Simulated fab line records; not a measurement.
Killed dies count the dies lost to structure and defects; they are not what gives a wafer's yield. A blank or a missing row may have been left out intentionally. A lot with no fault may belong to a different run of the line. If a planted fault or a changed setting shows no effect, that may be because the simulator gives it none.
Chamber matching	flow sfqLine	4 sister chambers for SFQ_TRILAYER_I6_CMP_CMP_166 on cmp-01
The step polishes SiO2. 8 wafers are shown with their chamber, then 9 later ones without.

## EACH WAFER AND ITS CHAMBER
wafer	chamber	motorCurrentA (A)	timeToEndpointS (s)
L379.1	1	11.2	208
L383.1	1	11.2	218
L383.5	2	8.9	214
L384.5	0	10.0	219
L384.6	3	10.0	212
L385.1	3	10.4	198
L385.2	0	9.1	217
L385.5	2	9.8	213

## WAFERS WITH NO CHAMBER GIVEN
wafer	motorCurrentA (A)	timeToEndpointS (s)
L389.3	10.6	202
L389.5	9.8	226
L389.6	10.6	208
L391.3	9.3	215
L391.4	11.0	216
L391.6	9.8	222
L393.1	11.1	207
L393.4	9.2	212
L393.5	11.3	202

## WHICH CHAMBER EACH ONE RAN IN
wafer	from the rows above	in truth
L389.3	can't be placed: 3 or 1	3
L389.5	can't be placed: 0 or 2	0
L389.6	can't be placed: 3 or 1 or 0 or 2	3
L391.3	can't be placed: 2 or 0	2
L391.4	can't be placed: 1 or 3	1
L391.6	can't be placed: 0 or 2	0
L393.1	can't be placed: 1 or 3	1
L393.4	can't be placed: 2 or 0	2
L393.5	can't be placed: 1 or 3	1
Correctly placed: 0 of 9. These rows do not allow placing 9 (true chamber among the candidates in 9). Number placed wrongly: 0.
How it was worked out, from the rows above alone: a wafer's distance from a chamber is the root of the sum, over the readings, of the square of ((its reading less the chamber's mean) divided by the reading's scatter). If the next closest chamber is less than 2 further off than the closest, the wafer can't be placed; otherwise it belongs to the closest. Each chamber's mean is taken over the wafers shown for it. The scatter is the square root of a quotient: the sum, over the shown wafers, of each reading's squared deviation from its chamber's mean, divided by wafers minus chambers.
